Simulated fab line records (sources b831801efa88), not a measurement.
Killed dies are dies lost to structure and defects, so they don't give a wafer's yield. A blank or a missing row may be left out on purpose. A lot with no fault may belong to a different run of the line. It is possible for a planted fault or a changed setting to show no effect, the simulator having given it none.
What tool caused it? | flow sky130 | 42 wafers sampled from 14 lots at 1 step of a route of 708

== WHAT THE GAUGES READ, wafer by wafer ==
The record lacks any reading of a measuring or inspecting step that a usual standard deviation could be used to judge.

== TOOL THAT RAN EACH LOT (tool first, then ch and the chambers of the sampled wafers, then the start) ==
lot  | SKY_VIA1_EXPOSE_09
L368 | krf scanner-02 ch 0, day 34 00:10
L369 | krf scanner-01 ch 0, day 34 08:53
L370 | krf scanner-01 ch 0, day 34 18:10
L371 | krf scanner-02 ch 0, day 35 07:58
L373 | krf scanner-01 ch 0, day 36 04:35
L372 | krf scanner-01 ch 0, day 36 07:40
L375 | krf scanner-01 ch 0, day 36 19:12
L376 | krf scanner-01 ch 0, day 36 21:13
L378 | krf scanner-02 ch 0, day 37 14:41
L379 | krf scanner-01 ch 0, day 37 19:42
L381 | krf scanner-01 ch 0, day 38 10:50
L387 | krf scanner-02, day 40 00:36
L388 | krf scanner-01, day 40 07:41
L389 | krf scanner-01 ch 0, day 40 13:06
- SKY_VIA1_EXPOSE_09: exposes mask VIM, target cd 150 nm.

== AS READ BY THE TOOLS THEMSELVES (means over the sampled wafers that have a number; for cases with no such wafer, the mark the record gives instead) ==
SKY_VIA1_EXPOSE_09. Usual: exposure dose mJ cm2 38.3, standard deviation 0.31; focus offset nm 0.1 nm, standard deviation 0.57.
lot  | tool           | exposure dose mJ cm2 | focus offset nm (nm) | flag
L368 | krf scanner-02 | 37.9                 | 0.1                  |
L369 | krf scanner-01 | 38.5                 | -0.2                 |
L370 | krf scanner-01 | 38.5                 | 0.6                  |
L371 | krf scanner-02 | 37.9                 | 0.4                  |
L373 | krf scanner-01 | 38.5                 | 0.3                  |
L372 | krf scanner-01 | 38.5                 | 1.1                  |
L375 | krf scanner-01 | 38.5                 | -0.5                 |
L376 | krf scanner-01 | 38.5                 | -0.1                 |
L378 | krf scanner-02 | 37.9                 | -0.1                 |
L379 | krf scanner-01 | 38.5                 | 0.7                  |
L381 | krf scanner-01 | 38.5                 | -0.8                 |
L387 | krf scanner-02 | -                    | -                    | OFF
L388 | krf scanner-01 | -                    | -                    | OFF
L389 | krf scanner-01 | 38.5                 | 0.8                  |

== THE ANSWER, worked out from the rows above alone ==
Rule: a lot is off if the mean of its wafers that have a number lies more than 3 standard deviations from the usual mean. Also off: a lot with no number at a reading for which 4 or more lots have one. The other lots that the step has rows for count as sound. The gauges are gone through in route order, then the tools' own readings, and for those a lot's mean is taken as printed above. The first step at which some lot is off is used, and at that step the reading that is off furthest; a lot without a number counts as furthest.
Off, at SKY_VIA1_EXPOSE_09 on exposure dose mJ cm2: L387, L388. Without a number there: L387, L388.
If a tool, at that step or one of the process steps before it, ran each lot that is off and ran no sound lot following the first of them, it fits. No candidate that was tried fits.

== WHAT WAS PUT IN BY THE SIMULATOR ==
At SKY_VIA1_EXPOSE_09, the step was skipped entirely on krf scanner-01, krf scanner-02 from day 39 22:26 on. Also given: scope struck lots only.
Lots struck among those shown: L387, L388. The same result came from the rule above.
